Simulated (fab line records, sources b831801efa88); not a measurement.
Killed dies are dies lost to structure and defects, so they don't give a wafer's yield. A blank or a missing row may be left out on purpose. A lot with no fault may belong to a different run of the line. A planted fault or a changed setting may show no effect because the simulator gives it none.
Which tool is to blame? / flow gf180mcu / 13 lots with 39 wafers sampled at 5 steps, on a route of 602 steps

## WHAT THE GAUGES SHOWED, per wafer
GF_LVPWELL_OVL_MEAS_07. Usual: LVPWELL_OVL typically reads 0.8 nm, with standard deviation 1.6.
lot=L587; measured=day 3 20:10; on=overlay-02; LVPWELL_OVL (nm)=2.3 1.1 -0.2; flag=
lot=L589; measured=day 4 09:55; on=overlay-02; LVPWELL_OVL (nm)=1.6 -1.1 -0.8; flag=
lot=L590; measured=day 4 12:50; on=overlay-01; LVPWELL_OVL (nm)=1.7 0.4 -0.1; flag=
lot=L591; measured=day 4 16:53; on=overlay-02; LVPWELL_OVL (nm)=0.1 0.1 0.2; flag=
lot=L600; measured=day 7 09:23; on=overlay-02; LVPWELL_OVL (nm)=- - -; flag=OFF
lot=L603; measured=day 7 18:31; on=overlay-01; LVPWELL_OVL (nm)=0.4 1.1 0.6; flag=
lot=L602; measured=day 7 21:01; on=overlay-01; LVPWELL_OVL (nm)=0.4 0.2 1.3; flag=
lot=L604; measured=day 8 10:13; on=overlay-01; LVPWELL_OVL (nm)=-1.4 -1.0 0.3; flag=
lot=L605; measured=day 8 10:34; on=overlay-02; LVPWELL_OVL (nm)=2.7 3.9 3.2; flag=
lot=L607; measured=day 8 17:37; on=overlay-02; LVPWELL_OVL (nm)=3.5 2.3 4.4; flag=
lot=L609; measured=day 9 01:22; on=overlay-01; LVPWELL_OVL (nm)=-0.4 0.7 -0.2; flag=
lot=L608; measured=day 9 01:44; on=overlay-01; LVPWELL_OVL (nm)=-1.6 -2.9 -3.5; flag=
lot=L610; measured=day 9 14:16; on=overlay-01; LVPWELL_OVL (nm)=2.5 0.7 1.5; flag=

GF_LVPWELL_TW_MEAS_11. Usual: LVPWELL_TW typically reads 559.5, with standard deviation 2.8.
lot=L587; measured=day 3 20:37; on=film metro-01; LVPWELL_TW=560.2 557.1 558.7; flag=
lot=L589; measured=day 4 10:21; on=film metro-04; LVPWELL_TW=559.4 563.4 562.3; flag=
lot=L590; measured=day 4 13:16; on=film metro-03; LVPWELL_TW=554.1 556.7 559.0; flag=
lot=L591; measured=day 4 17:19; on=film metro-03; LVPWELL_TW=554.4 559.5 555.5; flag=
lot=L600; measured=day 7 09:49; on=film metro-03; LVPWELL_TW=30.0 30.0 29.8; flag=OFF
lot=L603; measured=day 7 18:58; on=film metro-03; LVPWELL_TW=558.8 558.9 560.1; flag=
lot=L602; measured=day 7 21:28; on=film metro-03; LVPWELL_TW=557.3 555.0 561.7; flag=
lot=L604; measured=day 8 10:40; on=film metro-04; LVPWELL_TW=563.8 563.5 562.9; flag=
lot=L605; measured=day 8 11:01; on=film metro-01; LVPWELL_TW=561.0 557.2 554.8; flag=
lot=L607; measured=day 8 18:04; on=film metro-04; LVPWELL_TW=564.0 562.5 558.5; flag=
lot=L609; measured=day 9 01:49; on=film metro-01; LVPWELL_TW=563.1 563.4 561.7; flag=
lot=L608; measured=day 9 02:11; on=film metro-04; LVPWELL_TW=562.5 560.9 560.2; flag=
lot=L610; measured=day 9 14:42; on=film metro-01; LVPWELL_TW=560.7 564.8 563.0; flag=

GF_VT_IMPLANT_OVL_MEAS_18. Usual: VT_IMPLANT_01_OVL typically reads -0.3 nm, with standard deviation 1.5.
lot=L587; measured=day 6 02:10; on=overlay-01; VT_IMPLANT_01_OVL (nm)=0.5 0.1 -1.9; flag=
lot=L589; measured=day 6 15:13; on=overlay-01; VT_IMPLANT_01_OVL (nm)=-1.4 -0.1 -1.6; flag=
lot=L590; measured=day 6 18:58; on=overlay-01; VT_IMPLANT_01_OVL (nm)=-0.8 -1.2 -1.3; flag=
lot=L591; measured=day 7 00:23; on=overlay-01; VT_IMPLANT_01_OVL (nm)=0.3 1.2 0.6; flag=
lot=L600; measured=day 10 04:23; on=overlay-01; VT_IMPLANT_01_OVL (nm)=-2.1 -1.5 0.5; flag=
lot=L603; measured=day 10 16:43; on=overlay-02; VT_IMPLANT_01_OVL (nm)=-1.6 -0.6 -0.2; flag=
lot=L602; measured=day 10 17:55; on=overlay-02; VT_IMPLANT_01_OVL (nm)=-0.7 -1.1 -2.4; flag=
lot=L604; measured=day 11 08:29; on=overlay-01; VT_IMPLANT_01_OVL (nm)=-1.0 -1.0 -2.0; flag=
lot=L605; measured=day 11 09:49; on=overlay-01; VT_IMPLANT_01_OVL (nm)=-0.1 1.1 0.7; flag=
lot=L607; measured=day 11 16:13; on=overlay-02; VT_IMPLANT_01_OVL (nm)=3.1 1.8 0.5; flag=
lot=L609; measured=day 11 23:58; on=overlay-01; VT_IMPLANT_01_OVL (nm)=-5.1 -3.1 -4.9; flag=
lot=L608; measured=day 12 00:41; on=overlay-02; VT_IMPLANT_01_OVL (nm)=0.3 -0.6 -1.9; flag=
lot=L610; measured=day 12 16:34; on=overlay-01; VT_IMPLANT_01_OVL (nm)=0.2 -0.6 -0.7; flag=

GF_VT_IMPLANT_TW_MEAS_43. Usual: VT_IMPLANT_4_TW typically reads 693, with standard deviation 3.5.
lot=L587; measured=day 7 07:06; on=film metro-02; VT_IMPLANT_4_TW=696 698 696; flag=
lot=L589; measured=day 7 21:07; on=film metro-01; VT_IMPLANT_4_TW=686 687 688; flag=
lot=L590; measured=day 8 02:52; on=film metro-02; VT_IMPLANT_4_TW=689 694 689; flag=
lot=L591; measured=day 8 07:52; on=film metro-01; VT_IMPLANT_4_TW=688 689 687; flag=
lot=L600; measured=day 11 16:49; on=film metro-01; VT_IMPLANT_4_TW=695 695 696; flag=
lot=L603; measured=day 12 06:40; on=film metro-01; VT_IMPLANT_4_TW=691 693 695; flag=
lot=L602; measured=day 12 07:46; on=film metro-02; VT_IMPLANT_4_TW=695 697 696; flag=
lot=L604; measured=day 12 23:28; on=film metro-01; VT_IMPLANT_4_TW=691 695 694; flag=
lot=L605; measured=day 13 00:28; on=film metro-01; VT_IMPLANT_4_TW=688 686 687; flag=
lot=L607; measured=day 13 07:52; on=film metro-02; VT_IMPLANT_4_TW=693 693 688; flag=
lot=L609; measured=day 13 15:40; on=film metro-01; VT_IMPLANT_4_TW=693 690 689; flag=
lot=L608; measured=day 13 16:56; on=film metro-02; VT_IMPLANT_4_TW=692 692 692; flag=
lot=L610; measured=day 14 08:45; on=film metro-03; VT_IMPLANT_4_TW=698 695 697; flag=

## TOOL THAT RAN EACH LOT (tool first, then ch and the chambers of the sampled wafers, then the start)
lot=L587; GF_LVPWELL_EXPOSE_04=iline stepper-02 ch 0, day 3 13:47
lot=L589; GF_LVPWELL_EXPOSE_04=iline stepper-02 ch 0, day 4 03:26
lot=L590; GF_LVPWELL_EXPOSE_04=iline stepper-01 ch 0, day 4 06:16
lot=L591; GF_LVPWELL_EXPOSE_04=iline stepper-01 ch 0, day 4 10:43
lot=L600; GF_LVPWELL_EXPOSE_04=iline stepper-02 ch 0, day 7 01:44
lot=L603; GF_LVPWELL_EXPOSE_04=iline stepper-02 ch 0, day 7 11:06
lot=L602; GF_LVPWELL_EXPOSE_04=iline stepper-01 ch 0, day 7 13:11
lot=L604; GF_LVPWELL_EXPOSE_04=iline stepper-01 ch 0, day 8 02:05
lot=L605; GF_LVPWELL_EXPOSE_04=iline stepper-01 ch 0, day 8 02:17
lot=L607; GF_LVPWELL_EXPOSE_04=iline stepper-02 ch 0, day 8 09:28
lot=L609; GF_LVPWELL_EXPOSE_04=iline stepper-01 ch 0, day 8 17:01
lot=L608; GF_LVPWELL_EXPOSE_04=iline stepper-02 ch 0, day 8 17:42
lot=L610; GF_LVPWELL_EXPOSE_04=iline stepper-01 ch 0, day 9 05:50
- GF_LVPWELL_EXPOSE_04: exposes mask LVPWELL, target cd 600 nm.

## WHAT THE TOOLS THEMSELVES READ (means of the sampled wafers that have a number; where no wafer has one, the mark that the record gives instead)
The record holds no such reading with a usual standard deviation.

## THE ANSWER, worked out from the rows above alone
Rule: take the mean of a lot's wafers that have a number; if it is more than 3 standard deviations from the usual mean, the lot is off. A lot without any number at a reading at which 4 lots or more have one is off too. Where the step has rows for the other lots, those lots are counted as sound. After the gauges, taken in route order, come the tools' own readings; for these a lot's mean is taken, as printed above. The first step at which some lot is off is used, and at that step the reading that is off furthest; a lot without a number counts as furthest.
Off: L600, at GF_LVPWELL_OVL_MEAS_07 (LVPWELL_OVL). Without a number there: L600.
If a tool, at a process step before that reading, ran all the lots that are off and no sound lot after the first of them, it fits. The gauges at GF_LVPWELL_OVL_MEAS_07 aren't tried: what is off there is off at GF_LVPWELL_TW_MEAS_11 too, on other tools, and a gauge's error can't cause that. Of those tried, none fits.

## WHAT THE SIMULATOR HAD INSERTED
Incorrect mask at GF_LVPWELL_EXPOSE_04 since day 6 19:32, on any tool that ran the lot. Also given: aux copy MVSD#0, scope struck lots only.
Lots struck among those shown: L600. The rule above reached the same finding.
